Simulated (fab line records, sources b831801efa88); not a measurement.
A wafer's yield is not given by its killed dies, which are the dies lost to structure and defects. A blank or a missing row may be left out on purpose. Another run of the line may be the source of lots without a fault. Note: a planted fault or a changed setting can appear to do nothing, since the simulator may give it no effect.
What tool caused it?    flow sky130    6 lots, 18 wafers sampled, at 1 step of a route of 708

## WHAT THE GAUGES READ, wafer by wafer
SKY_LDD_P_OVL_MEAS_08.
lot   measured      on          LDD_P_OVL (nm)
L899  day 19 19:35  overlay-02  1.9 1.3 1.5
L907  day 22 21:36  overlay-01  0.9 2.2 2.3
L909  day 23 17:01  overlay-02  2.1 2.2 1.5
L912  day 25 12:20  overlay-02  2.5 3.1 2.6
L914  day 25 18:15  overlay-02  1.5 2.5 2.7
L919  day 27 09:01  overlay-01  1.8 1.1 3.0

## WHICH TOOL RAN EACH LOT (tool, then ch and the chambers of the sampled wafers, then the start)
Record: no process step prior to these readings.

## THE ANSWER, worked out from the rows above alone
Rule: the lots themselves supply what counts as usual. Put in order of their means at a reading, lots are off if they are a third of the lots or fewer, leave a main group of 4 or more, and stand apart from it by a gap of 3 or more times the standard deviation of the main group's means; of several such gaps the widest counts. Not used: any main group whose means are identical at the precision the tables above print for the reading. A lot without any number at a reading at which 4 lots or more have one is off too. Any other lot the step has rows for is counted as sound.
No lot is off on any of the readings shown, so nothing can be concluded from this.

## WHAT WAS PUT IN BY THE SIMULATOR
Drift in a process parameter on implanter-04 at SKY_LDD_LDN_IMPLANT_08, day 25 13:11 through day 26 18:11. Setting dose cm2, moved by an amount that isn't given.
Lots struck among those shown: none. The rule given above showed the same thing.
